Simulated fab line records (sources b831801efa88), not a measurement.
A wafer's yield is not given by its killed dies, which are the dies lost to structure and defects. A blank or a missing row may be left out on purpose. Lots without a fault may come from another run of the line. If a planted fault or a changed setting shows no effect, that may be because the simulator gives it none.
fab line records	flow sky130
record: lots: 5	wafers: 15	lastDay: 50
route steps=708 shown SONOS_ONO@176 GATE_OXIDE@187 POLY_GATE@204 PAD_OPEN@708
lots with no fault: from the same line, run without faults
startH: the number of hours between the record's first day and the start of the first shown wafer of the lot	waitH: how many hours have passed since the lot's step before this one	" as in the row above	L1.1+2: a row that stands for several wafers	- no value present, or no start provided	* or withheld: withheld	< > ~ a bound
route shown NAME@n: names a module that has steps shown in the file, with the first one's number in the route	usual: mean/standard deviation of fault-free wafers	same: alike in all rows	chamber/n: place in a boat	sites: readings site by site	_std_site: the standard deviation of these	_edge_site: inner sites' mean taken away from outer sites' mean	radiusMm: how far each site lies from the wafer's centre	mask NAME#n: copy n	behind: the last tool/chamber to shape the wafer	hold: cause of the lot's hold/its duration in hours/its outcome	device: transistor that didn't switch, given as n, p or np	end of line: at the end of the route, the tests of the same wafers	a step without rows: its recipe alone	killed: count of dies lost to structure and defects at first sort (not the wafer's yield)	map: the dies of a wafer, with x for killed, . for not killed, _ for no die there
set.NAME: the setting the step ran with; set.NAME@STEP: the setting that earlier step ran with	model.NAME: the simulator's own value behind a step, which no gauge read
lots at some steps of the route; a table a step, a row a wafer
services: the hour from which a tool's chamber was out of use, counted from the record's first day as startH (under 0 if before that day), plus the number of hours and why
== steps ==
step: SKY_SONOS_ONO_COAT_08
recipe: resist: NOVOLAK	spinRpm: 3000	resistThkNm: 1140
step: SKY_SONOS_ONO_SOFTBAKE_09
recipe: tempC: 90	timeS: 60	resist: NOVOLAK
step: SKY_SONOS_ONO_EXPOSE_10
recipe: maskId: ONOM	targetCdNm: 410	na: 0.6	sourceShape: conventional	sigmaOuter: 0.6	doseMj: 150
step: SKY_SONOS_ONO_PEB_11
recipe: tempC: withheld	timeS: *	resist: NOVOLAK
step: SKY_SONOS_ONO_DEVELOP_12
recipe: developTimeS: 60	devTempC: 23
step: SKY_SONOS_ONO_ETCH_15
recipe: targetDepthNm: 19.52	chemistry: CHF3/O2	sourceW: 600	biasW: 200	pressureMtorr: 40	chf3FlowSccm: 50	O2_flow_sccm: 5	timeS: 7.8
step: SKY_SONOS_ONO_WET_ETCH_16
recipe: chemistry: dHF	targetDepthNm: 14	dry: n2Spin	target: SiO2	dilution: 100:1	tempC: 25	timeS: 280
step: SKY_SONOS_ONO_STRIP_17
recipe: chemistry: O2/N2	powerW: 1400	pressureMtorr: 1500	platenTempC: withheld	o2FlowSccm: 3000	n2FlowSccm: 300	overashFraction: 0.5
step: SKY_SONOS_ONO_WET_ETCH_18
recipe: chemistry: H3PO4	targetDepthNm: 15	target: Si3N4	tempC: 160	timeS: 172
step: SKY_GATE_OXIDE_CLEAN_00
recipe: chemistry: SC1/SC2	mix: 1:4:20	tempC: 70	timeS: 150	dry: n2Spin
step: SKY_GATE_OXIDE_OXIDATION_01
recipe: tempC: 900	ambient: O2	stabiliseS: 600	purgeS: 300	targetThkA: 102.68	oxTimeS: 1473
usual: spikeTcBottomC: 919/3.7	spikeTcCentreC: 899.8/1.1	spikeTcLowerC: 900.1/1.4	spikeTcTopC: 909/3.1	spikeTcUpperC: 900.1/1.1	tubeCenterTempC: 899.99/0.073	tube_center_temp_C_max: 902.3/0.39
lot.wafer	tool	chamber	startH	waitH	spikeTcBottomC	spikeTcCentreC	spikeTcLowerC	spikeTcTopC	spikeTcUpperC	tubeCenterTempC	tube_center_temp_C_max	model.SiO2_of_GATE_OXIDE_OXIDATION_01.thkNm
L344.1	furnace-02	0	325.56	0.8	914	899.2	899.7	912	899.4	899.92	901.9	10.27
L344.2	"	0	"	"	917	898.8	898.5	911	900.3	899.98	902.8	10.3
L344.6	"	0	"	"	916	898.7	900.5	913	897.7	900.02	902.1	10.33
L349.2	furnace-02	0	374.65	5.8	904	887.3	887.8	899	886.3	888.25	890.3	8.774
L349.4	"	0	"	"	904	886.4	885.5	900	888.0	888.19	890.8	8.748
L349.5	"	0	"	"	903	887.7	887.1	899	887.8	888.2	890.8	8.84
L350.3	furnace-02	0	374.65	0.8	904	887.0	886.1	900	887.6	888.25	890.3	9.147
L350.4	"	0	"	"	904	886.7	886.4	902	887.7	888.17	891.0	9.105
L350.5	"	0	"	"	903	888.2	887.5	899	887.0	888.14	890.0	8.925
L351.3	furnace-02	0	384.62	2.3	904	886.6	886.8	900	890.0	888.01	890.2	8.756
L351.5	"	0	"	"	903	888.4	886.5	900	889.5	888.29	890.2	8.639
L351.6	"	0	"	"	904	888.6	887.6	900	886.9	888.27	890.3	8.442
L359.1	furnace-01	0	486.76	2.3	924	898.6	902.2	905	902.6	899.9	901.8	10.36
L359.3	"	0	"	"	924	900.2	900.0	906	900.4	900.05	902.4	10.39
L359.5	"	0	"	"	923	901.9	900.0	905	901.6	899.96	902.1	10.47
step: SKY_GATE_OXIDE_THK_MEAS_02
recipe: reads: SiO2_of_GATE_OXIDE_OXIDATION_01
usual: GATE_OXIDE_OXIDATION_00_THK: 10.24/0.22
lot.wafer	tool	chamber	startH	waitH	hold	GATE_OXIDE_OXIDATION_00_THK[nm]
L344.1	filmMetro-04	-	326.97	0.0	-	10.28
L344.2	"	-	"	"	-	10.27
L344.6	"	-	"	"	-	10.33
L349.2	filmMetro-03	-	376.07	0.0	awaitDispo/0.2h/release	8.79
L349.4	"	-	"	"	awaitDispo/0.2h/release	8.76
L349.5	"	-	"	"	awaitDispo/0.2h/release	8.84
L349.2	filmMetro-03	-	376.30	0.2	-	8.77
L349.4	"	-	"	"	-	8.75
L349.5	"	-	"	"	-	8.85
L350.3	filmMetro-04	-	376.08	0.0	awaitDispo/0.2h/release	9.14
L350.4	"	-	"	"	awaitDispo/0.2h/release	9.13
L350.5	"	-	"	"	awaitDispo/0.2h/release	8.97
L350.3	filmMetro-04	-	376.31	0.2	-	9.12
L350.4	"	-	"	"	-	9.12
L350.5	"	-	"	"	-	8.93
L351.3	filmMetro-01	-	386.05	0.0	awaitDispo/0.2h/release	8.76
L351.5	"	-	"	"	awaitDispo/0.2h/release	8.63
L351.6	"	-	"	"	awaitDispo/0.2h/release	8.40
L351.3	filmMetro-01	-	386.28	0.2	-	8.74
L351.5	"	-	"	"	-	8.67
L351.6	"	-	"	"	-	8.45
L359.1	filmMetro-03	-	488.17	0.0	-	10.35
L359.3	"	-	"	"	-	10.40
L359.5	"	-	"	"	-	10.41
step: SKY_GATE_OXIDE_HMDS_04
recipe: primeTimeS: 60	primeTempC: 120
step: SKY_GATE_OXIDE_COAT_05
recipe: resist: NOVOLAK	spinRpm: 3000	resistThkNm: 1140
step: SKY_GATE_OXIDE_SOFTBAKE_06
recipe: tempC: 90	timeS: 60	resist: NOVOLAK
step: SKY_GATE_OXIDE_EXPOSE_07
recipe: maskId: LVOM	na: 0.6	sourceShape: conventional	sigmaOuter: 0.6	polarization: unpolarized	targetCdNm: 600	doseMj: 170
step: SKY_GATE_OXIDE_PEB_08
recipe: tempC: withheld	timeS: *	resist: NOVOLAK
step: SKY_GATE_OXIDE_DEVELOP_09
recipe: resist: NOVOLAK	developer: TMAH	developTimeS: 60	devTempC: 23
step: SKY_GATE_OXIDE_IMPLANT_11
recipe: species: B	energyKev: 10	doseCm2: 2.6e+12	tiltDeg: withheld
step: SKY_GATE_OXIDE_WET_ETCH_12
recipe: chemistry: dHF	targetDepthNm: 16.8	dry: n2Spin	target: SiO2	dilution: 100:1	tempC: 25	timeS: 336
step: SKY_GATE_OXIDE_STRIP_13
recipe: chemistry: O2/N2	powerW: 1400	pressureMtorr: 1500	platenTempC: withheld	o2FlowSccm: 3000	n2FlowSccm: 300	overashFraction: 0.5
step: SKY_GATE_OXIDE_TW_MEAS_14
usual: GATE_OXIDE_TW: 225.4/2.8
lot.wafer	tool	chamber	startH	waitH	hold	GATE_OXIDE_TW
L344.1	filmMetro-01	-	353.52	0.1	-	227.7
L344.2	"	-	"	"	-	228.3
L344.6	"	-	"	"	-	227.8
L349.2	filmMetro-04	-	405.01	0.1	awaitDispo/0.2h/release	225.0
L349.4	"	-	"	"	awaitDispo/0.2h/release	225.3
L349.5	"	-	"	"	awaitDispo/0.2h/release	224.5
L349.2	filmMetro-04	-	405.24	0.2	-	225.1
L349.4	"	-	"	"	-	225.9
L349.5	"	-	"	"	-	223.9
L350.3	filmMetro-01	-	405.39	0.1	awaitDispo/0.2h/release	228.4
L350.4	"	-	"	"	awaitDispo/0.2h/release	229.4
L350.5	"	-	"	"	awaitDispo/0.2h/release	227.8
L350.3	filmMetro-01	-	405.61	0.2	-	230.8
L350.4	"	-	"	"	-	229.2
L350.5	"	-	"	"	-	227.8
L351.3	filmMetro-03	-	415.62	0.1	awaitDispo/0.2h/release	222.3
L351.5	"	-	"	"	awaitDispo/0.2h/release	222.3
L351.6	"	-	"	"	awaitDispo/0.2h/release	222.4
L351.3	filmMetro-03	-	415.85	0.2	-	222.6
L351.5	"	-	"	"	-	222.8
L351.6	"	-	"	"	-	221.5
L359.1	filmMetro-01	-	519.49	0.1	-	228.7
L359.3	"	-	"	"	-	229.1
L359.5	"	-	"	"	-	230.3
step: SKY_GATE_OXIDE_OXIDATION_16
recipe: tempC: 800	ambient: O2	idleTempC: 700	rampUpCPerMin: 10	rampDownCPerMin: 3	stabiliseS: 600	purgeS: 300	targetThkA: 35.7	oxTimeS: 1915
usual: spikeTcBottomC: 820/3.7	spikeTcCentreC: 799.7/1.2	spikeTcLowerC: 799.9/1.4	spikeTcTopC: 811/3	spikeTcUpperC: 800.1/1.1	tubeCenterTempC: 799.99/0.067	tube_center_temp_C_max: 802.0/0.34
lot.wafer	tool	chamber	startH	waitH	spikeTcBottomC	spikeTcCentreC	spikeTcLowerC	spikeTcTopC	spikeTcUpperC	tubeCenterTempC	tube_center_temp_C_max	model.SiO2_of_GATE_OXIDE_OXIDATION_01.thkNm
L344.1	furnace-01	0	354.90	1.3	825	800.2	802.9	807	800.1	799.96	801.8	11.61
L344.2	"	0	"	"	823	801.7	800.2	807	800.8	799.94	801.8	11.65
L344.6	"	0	"	"	822	801.1	800.7	808	802.0	799.95	802.4	11.64
L349.2	furnace-01	0	409.10	1.5	823	799.6	801.3	807	800.2	800.05	801.9	10.18
L349.4	"	0	"	"	824	799.2	798.1	807	799.0	800.04	801.8	10.15
L349.5	"	0	"	"	823	799.2	800.1	807	800.0	800.03	801.9	10.24
L350.3	furnace-01	0	412.01	0.7	823	802.0	802.2	809	800.0	799.85	801.7	10.52
L350.4	"	0	"	"	825	799.5	801.4	809	800.8	799.93	801.8	10.48
L350.5	"	0	"	"	824	802.5	800.0	808	799.9	799.98	801.7	10.32
L351.3	furnace-01	0	420.39	0.6	824	799.1	802.1	809	799.5	799.93	802.3	10.21
L351.5	"	0	"	"	823	799.6	801.7	808	800.9	799.9	801.7	10.11
L351.6	"	0	"	"	824	798.7	800.9	808	799.3	800.06	801.8	9.911
L359.1	furnace-01	0	519.61	0.0	821	801.2	799.8	807	799.0	800.01	801.7	11.7
L359.3	"	0	"	"	823	801.3	800.8	809	800.3	800.01	801.7	11.74
L359.5	"	0	"	"	823	801.2	800.7	808	800.4	800	801.9	11.79
step: SKY_POLY_GATE_CVD_00
recipe: material: poly-Si	targetThkNm: 180	tempC: 620	timeS: 720	pressureMtorr: 200
step: SKY_PAD_OPEN_PROBE_99
usual: killed_at_M0_to_M3: 42/6.6	killed_at_M4_up: 3.1/1.9	killedAtContacts: 24/5.6	killedAtFrontEnd: 15/4.8	killedAtOther: 0.3/0.48	killedDies: 84/10	killedOpen: 47/6.8	killedShort: 37/6.8
same: grossDies: 492	killedAtBackSide: 0
lot.wafer	tool	chamber	startH	waitH	killed_at_M0_to_M3	killed_at_M4_up	killedAtContacts	killedAtFrontEnd	killedAtOther	killedDies	killedOpen	killedShort	model.etest.nfet_16v.rOnOhmUm	model.etest.pfetG5v0d10v5.rOnOhmUm	model.etest.tipSonos.rsOhmSq	model.etest.nfetG5v0d10v5.rOnOhmUm	model.etest.nfetG5v0d10v5.driveUaUm	model.etest.nfet_05v0_nvt.driveUaUm	model.etest.pfetG5v0d10v5.driveUaUm	model.etest.nfet_16v.driveUaUm
L344.1	prober-01	-	1109.48	0.1	50	1	23	18	0	92	46	46	1.396e+04	4778	2668	1873	604.5	568.5	340.3	221.8
L344.2	prober-01	-	1109.53	0.1	41	0	18	22	1	82	49	33	1.399e+04	4686	2650	1866	608.2	577.6	345.7	220.2
L344.6	prober-01	-	1109.73	0.2	44	2	23	8	1	78	41	37	1.409e+04	4767	2663	1871	608	570	339.4	221.3
L350.3	prober-01	-	1145.28	0.2	49	6	23	8	0	86	43	43	1.338e+04	4452	2343	1782	658.6	627.5	373.5	244.2
L350.4	prober-01	-	1145.33	0.2	49	3	30	23	0	105	55	50	1.349e+04	4502	2371	1803	662.7	627.5	371.8	242.2
L350.5	prober-01	-	1145.38	0.2	42	1	11	15	0	69	43	26	1.316e+04	4437	2315	1782	672.1	635.4	379.1	247.9
L349.2	prober-01	-	1145.53	0.1	42	3	30	23	0	98	50	48	1.338e+04	4405	2433	1768	684.6	644.2	376.6	250
L349.4	prober-01	-	1145.63	0.2	28	6	23	12	0	69	43	26	1.339e+04	4415	2433	1764	683.9	639.8	377.9	248.5
L349.5	prober-01	-	1145.68	0.2	43	1	23	17	0	84	48	36	1.334e+04	4445	2425	1769	679.9	644.3	373.7	249
L351.3	prober-02	-	1153.58	0.2	47	0	23	11	1	82	44	38	1.339e+04	4533	2407	1784	677.3	644.7	371.4	248
L351.5	prober-02	-	1153.68	0.2	48	2	26	17	0	93	58	35	1.325e+04	4461	2391	1768	684.1	642.2	378.5	251.8
L351.6	prober-02	-	1153.73	0.2	46	4	28	13	1	92	47	45	1.32e+04	4495	2361	1782	693.8	653.6	377.6	256.8
L359.1	prober-01	-	1209.30	0.1	45	6	21	10	0	82	47	35	1.435e+04	4820	2663	1899	600.5	574	334.6	220.4
L359.3	prober-01	-	1209.40	0.2	41	2	24	17	0	84	45	39	1.427e+04	4743	2668	1892	598.2	568	339.4	217.3
L359.5	prober-01	-	1209.50	0.2	36	1	25	18	1	81	52	29	1.44e+04	4837	2721	1914	595.3	567.9	338.1	216.8
killed by level:class
L344.1 VIA1:geometricParticle:open=11 VIA2:geometricParticle:open=11 VIA1:geometricParticle:short=8 LI_CONTACT:geometricParticle:open=6 CONTACT:geometricParticle:short=6 FIELD_ISO:geometricParticle:short=5 METAL1:geometricParticle:short=5 METAL3:geometricParticle:short=5
L344.2 VIA1:geometricParticle:open=9 VIA2:geometricParticle:open=9 POLY_GATE:geometricParticle:open=7 CONTACT:geometricParticle:open=7 VIA1:geometricParticle:short=7 LI_CONTACT:geometricParticle:open=6 FIELD_ISO:geometricParticle:short=5 METAL1:geometricParticle:short=4
L344.6 METAL1:geometricParticle:short=11 VIA1:geometricParticle:open=10 LI_CONTACT:geometricParticle:open=7 CONTACT:geometricParticle:open=6 METAL1:geometricParticle:open=4 VIA3:geometricParticle:open=4 LI_CONTACT:geometricParticle:short=3 LOCAL_INTERCONNECT:geometricParticle:short=3
L350.3 VIA2:geometricParticle:open=9 VIA3:geometricParticle:open=9 CONTACT:geometricParticle:open=7 VIA1:geometricParticle:open=6 CONTACT:geometricParticle:short=6 METAL1:geometricParticle:short=5 METAL4:geometricParticle:short=5 LOCAL_INTERCONNECT:geometricParticle:short=4
L350.4 VIA1:geometricParticle:open=11 VIA1:geometricParticle:short=10 LI_CONTACT:geometricParticle:open=9 METAL1:geometricParticle:short=9 POLY_GATE:geometricParticle:open=7 CONTACT:geometricParticle:open=7 FIELD_ISO:geometricParticle:short=6 VIA3:geometricParticle:open=6
L350.5 VIA1:geometricParticle:open=9 VIA2:geometricParticle:open=8 FIELD_ISO:geometricParticle:open=5 CONTACT:geometricParticle:open=5 VIA1:geometricParticle:short=5 METAL2:geometricParticle:short=5 VIA3:geometricParticle:open=5 LI_CONTACT:geometricParticle:open=4
L349.2 CONTACT:geometricParticle:open=10 VIA1:geometricParticle:open=8 METAL1:geometricParticle:short=6 LOCAL_INTERCONNECT:geometricParticle:short=6 CONTACT:geometricParticle:short=6 FIELD_ISO:geometricParticle:open=5 FIELD_ISO:geometricParticle:short=5 VIA2:geometricParticle:open=5
L349.4 VIA1:geometricParticle:open=11 CONTACT:geometricParticle:open=10 LI_CONTACT:geometricParticle:open=5 VIA3:geometricParticle:open=4 METAL4:geometricParticle:short=4 FIELD_ISO:geometricParticle:open=3 POLY_GATE:geometricParticle:short=3 LOCAL_INTERCONNECT:geometricParticle:short=3
L349.5 VIA3:geometricParticle:open=9 VIA1:geometricParticle:short=8 CONTACT:geometricParticle:open=7 FIELD_ISO:geometricParticle:open=5 CONTACT:geometricParticle:short=5 VIA1:geometricParticle:open=5 VIA2:geometricParticle:open=5 POLY_GATE:geometricParticle:open=4
L351.3 CONTACT:geometricParticle:open=9 METAL1:geometricParticle:short=9 VIA1:geometricParticle:open=9 VIA3:geometricParticle:open=7 LOCAL_INTERCONNECT:geometricParticle:short=6 VIA3:geometricParticle:short=6 FIELD_ISO:geometricParticle:short=4 VIA1:geometricParticle:short=4
L351.5 VIA1:geometricParticle:open=17 CONTACT:geometricParticle:open=11 LI_CONTACT:geometricParticle:open=6 METAL2:geometricParticle:short=5 VIA2:geometricParticle:open=5 VIA3:geometricParticle:open=5 FIELD_ISO:geometricParticle:short=4 POLY_GATE:geometricParticle:open=4
L351.6 VIA1:geometricParticle:open=16 CONTACT:geometricParticle:open=11 METAL1:geometricParticle:short=7 VIA2:geometricParticle:open=7 LI_CONTACT:geometricParticle:open=5 LOCAL_INTERCONNECT:geometricParticle:short=5 FIELD_ISO:geometricParticle:short=4 POLY_GATE:geometricParticle:short=4
L359.1 VIA1:geometricParticle:open=9 LI_CONTACT:geometricParticle:open=8 METAL2:geometricParticle:short=8 CONTACT:geometricParticle:open=7 VIA3:geometricParticle:open=7 METAL1:geometricParticle:short=6 VIA2:geometricParticle:open=5 METAL4:geometricParticle:short=5
L359.3 CONTACT:geometricParticle:open=10 VIA1:geometricParticle:open=10 VIA2:geometricParticle:open=6 METAL1:geometricParticle:short=5 LI_CONTACT:geometricParticle:open=5 FIELD_ISO:geometricParticle:short=4 LOCAL_INTERCONNECT:geometricParticle:short=4 CONTACT:geometricParticle:short=4
L359.5 VIA1:geometricParticle:open=12 LI_CONTACT:geometricParticle:open=8 CONTACT:geometricParticle:open=8 POLY_GATE:geometricParticle:short=6 CONTACT:geometricParticle:short=6 VIA3:geometricParticle:open=6 FIELD_ISO:geometricParticle:open=5 METAL2:geometricParticle:short=5
== services ==
tool	chamber	startH	hours	kind
furnace-02	-	350.77	2.4	pm
furnace-02	-	353.22	3.5	pm
furnace-01	-	360.84	21.3	pm
furnace-02	-	403.36	18.9	pm
furnace-01	-	460.76	4.1	pm
furnace-02	-	483.79	6.7	repair
furnace-02	-	517.32	3.5	pm
== key ==
firstSign: step: SKY_GATE_OXIDE_OXIDATION_01	reading: tubeCenterTempC	direction: down	sigmas: 99+	usual: *	struck: *
effect: step: SKY_GATE_OXIDE_OXIDATION_01	reading: tube_center_temp_C_max	direction: down	sigmas: 30	usual: *	struck: *
effect: step: SKY_GATE_OXIDE_THK_MEAS_02	reading: visit	direction: added
effect: step: SKY_GATE_OXIDE_THK_MEAS_02	reading: GATE_OXIDE_OXIDATION_00_THK	direction: down	sigmas: 6.6	usual: 10.24	struck: 8.83
effect: step: SKY_GATE_OXIDE_TW_MEAS_14	reading: visit	direction: added
modelEffect: step: SKY_GATE_OXIDE_OXIDATION_01	value: SiO2_of_GATE_OXIDE_OXIDATION_01.thkNm	without: 10.08	struck: 8.82
modelEffect: step: SKY_GATE_OXIDE_OXIDATION_16	value: SiO2_of_GATE_OXIDE_OXIDATION_01.thkNm	without: 11.4	struck: 10.23
modelEffect: step: SKY_PAD_OPEN_PROBE_99	value: etest.nfet_16v.rOnOhmUm	without: 1.401e+04	struck: 1.333e+04
metAt SKY_GATE_OXIDE_OXIDATION_01
struckWafers L349.2,L349.4,L349.5,L350.3,L350.4,L350.5,L351.3,L351.5,L351.6
testerLeftOut L349,L350,L351
onsetBetween 325.56 374.65
fault: kind: processParameterDrift	tool: furnace-02	chamber: -	onsetH: 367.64	steps: SKY_GATE_OXIDE_OXIDATION_01	channel: tempC	offset: *	shape: step	endH: 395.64	actsIn: *	stated: *
testerLeftOut: of these lots the tester's yield and bins aren't shown, on N5 and GAA mostly nor the transistor test; their killed dies are dies lost to structure and defects alone, not to doping, threshold or leakage, so they don't give the yield
